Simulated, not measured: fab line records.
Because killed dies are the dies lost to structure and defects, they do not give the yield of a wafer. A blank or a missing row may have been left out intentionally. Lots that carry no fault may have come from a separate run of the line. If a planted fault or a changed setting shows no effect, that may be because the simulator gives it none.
What tool caused it? | flow gf180mcu | 13 lots, 38 wafers sampled, at 4 steps of a route of 602

== WHAT THE GAUGES READ, wafer by wafer ==
GF_V4_RS_MEAS_24: measures by four-point-probe.
lot  | measured     | on           | V4_W_RS (ohm/sq)
L629 | day 24 06:56 | filmMetro-01 | 0.326 0.324
L630 | day 24 11:53 | filmMetro-04 | 0.327 0.327 0.325
L632 | day 25 03:13 | filmMetro-03 | 0.327 0.326 0.328
L633 | day 25 14:17 | filmMetro-04 | 0.323 0.329 0.323
L634 | day 25 22:32 | filmMetro-03 | 0.319 0.333 0.325
L635 | day 26 09:32 | filmMetro-04 | 0.326 0.325 0.327
L644 | day 29 04:19 | filmMetro-04 | 0.332 0.328 0.330
L645 | day 29 10:22 | filmMetro-03 | 0.322 0.330 0.325
L646 | day 29 15:55 | filmMetro-04 | 0.326 0.329 0.329
L647 | day 29 19:28 | filmMetro-03 | 0.331 0.331 0.326
L650 | day 31 00:54 | filmMetro-04 | 0.328 0.328 0.326
L651 | day 31 09:34 | filmMetro-04 | 0.327 0.328 0.326
L652 | day 31 11:13 | filmMetro-03 | 0.326 0.324 0.319

GF_V4_THK_MEAS_25: measures by xrf.
lot  | measured     | on           | V4_W_THK (nm)
L629 | day 24 07:02 | filmMetro-01 | 364 365
L630 | day 24 11:59 | filmMetro-04 | 352 353 355
L632 | day 25 03:20 | filmMetro-03 | 364 368 362
L633 | day 25 14:24 | filmMetro-04 | 357 351 360
L634 | day 25 22:38 | filmMetro-03 | 371 358 366
L635 | day 26 09:38 | filmMetro-04 | 359 358 358
L644 | day 29 04:26 | filmMetro-04 | 347 352 351
L645 | day 29 10:28 | filmMetro-03 | 375 364 373
L646 | day 29 16:01 | filmMetro-04 | 356 348 349
L647 | day 29 19:35 | filmMetro-03 | 363 365 370
L650 | day 31 01:01 | filmMetro-04 | 358 357 359
L651 | day 31 09:40 | filmMetro-04 | 356 360 360
L652 | day 31 11:20 | filmMetro-03 | 367 372 375

GF_M5_OVL_MEAS_08.
lot  | measured     | on         | M5_OVL (nm)
L629 | day 26 03:48 | overlay-01 | -3 2
L630 | day 26 07:30 | overlay-01 | 6 3 13
L632 | day 26 22:36 | overlay-01 | 9 5 10
L633 | day 27 08:29 | overlay-01 | 3 -4 0
L634 | day 27 15:43 | overlay-02 | -3 6 4
L635 | day 28 03:12 | overlay-01 | -2 4 5
L644 | day 30 17:27 | overlay-01 | 3 6 6
L645 | day 30 23:02 | overlay-01 | -4 -3 -5
L646 | day 31 05:40 | overlay-01 | 7 8 6
L647 | day 31 08:44 | overlay-01 | 1 2 9
L650 | day 32 12:33 | overlay-02 | 8 -1 9
L651 | day 32 20:21 | overlay-01 | 2 -3 -8
L652 | day 32 22:06 | overlay-01 | -7 -15 -12

== TOOL THAT RAN EACH LOT (tool first, then ch and the chambers of the sampled wafers, then the start) ==
lot  | GF_CONTACT_CLEAN_21
L629 | wetBench-04 ch 1, day 16 01:09
L630 | wetBench-03 ch 0, day 16 06:38
L632 | wetBench-01 ch 1, day 16 20:41
L633 | wetBench-01 ch 2, day 17 10:11
L634 | wetBench-01 ch 3, day 17 16:56
L635 | wetBench-03 ch 2, day 18 04:24
L644 | wetBench-04 ch 1, day 21 13:41
L645 | wetBench-03 ch 0, day 21 21:09
L646 | wetBench-01 ch 0, day 22 04:35
L647 | wetBench-01 ch 2, day 22 08:07
L650 | wetBench-03 ch 0, day 23 22:17
L651 | wetBench-03 ch 1, day 24 08:53
L652 | wetBench-01 ch 0, day 24 10:35
- GF_CONTACT_CLEAN_21: cleans in dHF, time 20 s.

== WHAT THE TOOLS THEMSELVES READ (means of the sampled wafers that have a number; where no wafer has one, the mark that the record gives instead) ==
The record holds no such reading with a usual standard deviation.

== THE ANSWER, worked out from the rows above alone ==
Rule: the usual values come from the lots themselves. Put in order of their means at a reading, lots are off if they are a third of the lots or fewer, leave a main group of 4 or more, and stand apart from it by a gap of 3 or more times the standard deviation of the main group's means; of several such gaps the widest counts. Not used: any main group whose means are identical at the precision the tables above print for the reading. Also off: a lot with no number at a reading for which 4 or more lots have one. The other lots that the step has rows for count as sound. The gauges are gone through in route order, then the tools' own readings, and for those a lot's mean is taken as printed above. At the first step where some lot is off, the reading lying furthest off is the one used; lots without a number count as furthest.
Nothing can be told from this: no lot is off at any reading shown.

== WHAT THE SIMULATOR PUT IN ==
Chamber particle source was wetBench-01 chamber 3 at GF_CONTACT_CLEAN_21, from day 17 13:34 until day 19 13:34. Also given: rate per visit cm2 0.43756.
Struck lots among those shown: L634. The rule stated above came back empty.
